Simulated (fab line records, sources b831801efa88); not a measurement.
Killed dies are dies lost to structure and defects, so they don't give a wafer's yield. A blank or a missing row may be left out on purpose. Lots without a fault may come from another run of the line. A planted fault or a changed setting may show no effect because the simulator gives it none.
Which tool did it? | flow sky130 | 14 lots, 40 wafers sampled, at 5 steps of a route of 708

WHAT THE GAUGES READ, wafer by wafer
SKY_NWELL_RS_MEAS_29: measures by four-point-probe.
lot  | measured     | on            | NWELL_RS (ohm/sq)
L486 | day 5 12:22  | film_metro-01 | 627.4 628.5 628.7
L488 | day 5 22:23  | film_metro-04 | 623.5 625.3 623.6
L487 | day 6 00:16  | film_metro-01 | 625.9 626.1 623.8
L491 | day 6 17:41  | film_metro-01 | 625.5 625.7 625.8
L495 | day 7 18:26  | film_metro-02 | 621.7 621.1
L496 | day 8 03:21  | film_metro-04 | 623.3 622.2
L500 | day 9 02:44  | film_metro-02 | 622.3 623.1 621.9
L501 | day 9 10:22  | film_metro-04 | 625.3 624.4 623.9
L502 | day 9 13:19  | film_metro-01 | 629.5 627.6 627.3
L503 | day 9 18:23  | film_metro-01 | 624.5 626.9 621.7
L505 | day 10 07:59 | film_metro-02 | 625.1 623.9 622.8
L507 | day 10 22:14 | film_metro-02 | 624.6 625.0 625.1
L508 | day 11 03:44 | film_metro-01 | 625.4 624.8 625.3
L509 | day 11 09:50 | film_metro-01 | 625.2 624.1 624.1

SKY_VT_ADJUST_HVTP_TW_MEAS_11.
lot  | measured     | on            | VT_ADJUST_HVTP_TW
L486 | day 6 07:49  | film_metro-01 | 1345 1343 1345
L488 | day 6 18:16  | film_metro-03 | 1360 1358 1355
L487 | day 6 20:25  | film_metro-03 | 1358 1365 1360
L491 | day 7 14:37  | film_metro-03 | 1369 1371 1364
L495 | day 8 15:22  | film_metro-01 | 1342 1265
L496 | day 9 01:29  | film_metro-03 | 1369 1286
L500 | day 10 01:58 | film_metro-02 | 1384 1379 1381
L501 | day 10 09:31 | film_metro-02 | 1374 1373 1373
L502 | day 10 13:01 | film_metro-01 | 1345 1345 1342
L503 | day 10 17:19 | film_metro-03 | 1360 1367 1357
L505 | day 11 08:31 | film_metro-01 | 1349 1351 1351
L507 | day 11 23:28 | film_metro-01 | 1350 1352 1354
L508 | day 12 03:24 | film_metro-02 | 1375 1371 1376
L509 | day 12 10:27 | film_metro-02 | 1375 1370 1368

SKY_VT_ADJUST_NCORE_CD_MEAS_07: target cd 380 nm.
lot  | measured     | on        | cd_nm (nm)
L486 | day 8 21:38  | cd_sem-02 | 382 381 382
L488 | day 9 09:28  | cd_sem-01 | 385 381 382
L487 | day 9 11:13  | cd_sem-02 | 380 384 384
L491 | day 10 08:22 | cd_sem-02 | 381 380 380
L495 | day 11 11:25 | cd_sem-02 | 372 373
L496 | day 11 23:09 | cd_sem-01 | 378 379
L500 | day 13 01:58 | cd_sem-02 | 380 379 379
L501 | day 13 10:34 | cd_sem-01 | 382 382 380
L502 | day 13 13:43 | cd_sem-02 | 382 381 379
L503 | day 13 19:43 | cd_sem-01 | 380 383 382
L505 | day 14 09:29 | cd_sem-02 | 376 376 377
L507 | day 15 04:35 | cd_sem-01 | 377 377 376
L508 | day 15 08:53 | cd_sem-01 | 381 381 378
L509 | day 15 17:37 | cd_sem-02 | 386 386 387

SKY_VT_ADJUST_PCH_TW_MEAS_10.
lot  | measured     | on            | VT_ADJUST_PCH_TW
L486 | day 10 20:19 | film_metro-03 | 143.6 143.6 143.5
L488 | day 11 09:02 | film_metro-02 | 144.1 143.1 142.8
L487 | day 11 09:59 | film_metro-03 | 144.5 145.0 144.7
L491 | day 12 09:45 | film_metro-01 | 141.3 142.6 142.9
L495 | day 13 13:42 | film_metro-03 | 144.3 143.8
L496 | day 14 02:21 | film_metro-03 | 143.3 143.1
L500 | day 15 07:11 | film_metro-03 | 143.5 143.9 143.8
L501 | day 15 15:05 | film_metro-02 | 144.9 145.7 145.3
L502 | day 15 20:33 | film_metro-03 | 143.0 143.8 143.5
L503 | day 16 02:38 | film_metro-03 | 143.5 143.6 143.1
L505 | day 16 18:18 | film_metro-01 | 143.6 142.9 142.9
L507 | day 17 13:45 | film_metro-02 | 144.3 144.2 144.5
L508 | day 17 19:37 | film_metro-01 | 143.8 143.3 143.3
L509 | day 18 03:51 | film_metro-01 | 142.5 142.6 142.9

WHICH TOOL RAN EACH LOT (tool, then ch and the chambers of the sampled wafers, then the start)
lot  | SKY_VT_ADJUST_HVTP_IMPLANT_09
L486 | implanter-04 ch 0, day 6 07:35
L488 | implanter-01 ch 0, day 6 18:01
L487 | implanter-02 ch 0, day 6 20:10
L491 | implanter-02 ch 0, day 7 14:22
L495 | implanter-02 ch 0, day 8 15:07
L496 | implanter-02 ch 0, day 9 01:16
L500 | implanter-01 ch 0, day 10 01:43
L501 | implanter-01 ch 0, day 10 09:16
L502 | implanter-01 ch 0, day 10 12:46
L503 | implanter-01 ch 0, day 10 17:04
L505 | implanter-04 ch 0, day 11 08:16
L507 | implanter-02 ch 0, day 11 23:13
L508 | implanter-01 ch 0, day 12 03:11
L509 | implanter-04 ch 0, day 12 10:12
- SKY_VT_ADJUST_HVTP_IMPLANT_09

WHAT THE TOOLS THEMSELVES READ (means of the sampled wafers that have a number; where no wafer has one, the mark that the record gives instead)
SKY_VT_ADJUST_HVTP_IMPLANT_09.
lot  | tool         | dose_ions_cm2
L486 | implanter-04 | 4.3e+12
L488 | implanter-01 | 4.3e+12
L487 | implanter-02 | 4.3e+12
L491 | implanter-02 | 4.3e+12
L495 | implanter-02 | 4.3e+12
L496 | implanter-02 | 4.3e+12
L500 | implanter-01 | 4.3e+12
L501 | implanter-01 | 4.3e+12
L502 | implanter-01 | 4.3e+12
L503 | implanter-01 | 4.3e+12
L505 | implanter-04 | 4.3e+12
L507 | implanter-02 | 4.3e+12
L508 | implanter-01 | 4.3e+12
L509 | implanter-04 | 4.3e+12

THE ANSWER, worked out from the rows above alone
Rule: what is usual is taken from the lots themselves. Put in order of their means at a reading, lots are off if they are a third of the lots or fewer, leave a main group of 4 or more, and stand apart from it by a gap of 3 or more times the standard deviation of the main group's means; of several such gaps the widest counts. A main group whose means are all the same, to the digits that the tables above print for the reading, isn't used. A lot without any number at a reading at which 4 lots or more have one is off too. The other lots that the step has rows for count as sound. The gauges are gone through in route order, then the tools' own readings, and for those a lot's mean is taken as printed above. The first step at which some lot is off is used, and at that step the reading that is off furthest; a lot without a number counts as furthest.
No lot is off at any reading shown: from this, nothing can be told.

WHAT THE SIMULATOR HAD PUT IN
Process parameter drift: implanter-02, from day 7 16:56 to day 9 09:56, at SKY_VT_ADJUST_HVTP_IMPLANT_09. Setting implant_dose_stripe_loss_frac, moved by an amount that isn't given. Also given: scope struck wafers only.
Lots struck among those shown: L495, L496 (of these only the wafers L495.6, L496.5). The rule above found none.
